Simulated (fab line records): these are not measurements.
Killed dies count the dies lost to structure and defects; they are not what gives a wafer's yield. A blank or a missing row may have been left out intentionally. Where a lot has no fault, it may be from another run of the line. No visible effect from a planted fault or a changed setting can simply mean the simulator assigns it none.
Problem report in the 8D (eight disciplines) form, filled by code    flow sky130    the parts of the form that need people (team, actions taken, sign-off) are left out

## 1. WHAT WENT WRONG
Wafers without a fault read 4.999e+12, standard deviation 5.6e+09; doseIonsCm2 at SKY_LDD_N_IMPLANT_15 reads a mean of 7.018e+11 on 6 wafers belonging to 2 lots. That is -99 or more standard deviations from the usual mean.
First observed at day 24 13:38: wafer L636.1, on implanter-03. At this step, 18 wafers from 6 lots have a number in the record. By rule, "out" or "out of limits" means more than 4 standard deviations away from the usual mean. Any other wafer with a number is counted as sound.

## 2. WHAT IT IS; WHAT IT IS NOT
question                     is                             is not
which readings at this step  doseIonsCm2, faradayCurrentUA  -
which lots                   L636, L638                     L621, L625, L640, L641
which wafers of those lots   all that have a number         -
read on which tools          implanter-03                   implanter-02, implanter-04
when                         from day 24 13:38              up to then (6 sound wafers); but 6 sound wafers of L640, L641 came after

## 3. WHAT RULES OUT EACH SUSPECT
Counting: any tool at a process step up to the reading is kept as a suspect provided that every lot that is out went through it and no sound lot did after the first of them.
- implanter-03 at SKY_LDD_N_IMPLANT_15: kept. All lots that are out passed through it, beginning with L636 at day 24 13:38, and no sound lot followed; its final sound lot before that point was L625 at day 19 21:55. Its own readings are out on those wafers: doseIonsCm2, faradayCurrentUA.
Left after counting: implanter-03 at SKY_LDD_N_IMPLANT_15.

## 4. THE CAUSE (what the simulator had put in)
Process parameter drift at SKY_LDD_N_IMPLANT_15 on implanter-03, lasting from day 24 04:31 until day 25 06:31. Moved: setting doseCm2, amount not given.
This tool alone remained once counting was done.

## 5. THE EFFECT CHAIN, in route order
One row per reading whose mean, taken over the struck wafers that have a number, lies over 3 standard deviations from the usual. Only readings for which the record gives a usual standard deviation are gone through. hours: the time from each lot's start at the first step in this table that gives one to its start at this step, as a median over the lots. sigmas: the change in usual standard deviations.
hours  step                  reading           usual      on struck wafers  change      sigmas
0      SKY_LDD_N_IMPLANT_15  doseIonsCm2       4.999e+12  7.018e+11         -4.297e+12  -99 or more
0      SKY_LDD_N_IMPLANT_15  faradayCurrentUA  28.2       4.0               -24.2       -48
Its process steps:
- SKY_LDD_N_IMPLANT_15

## 6. WHAT WOULD HAVE CAUGHT IT SOONER
First out-of-limits reading in this record: day 24 13:38, which is 9 hours after fault onset at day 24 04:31.
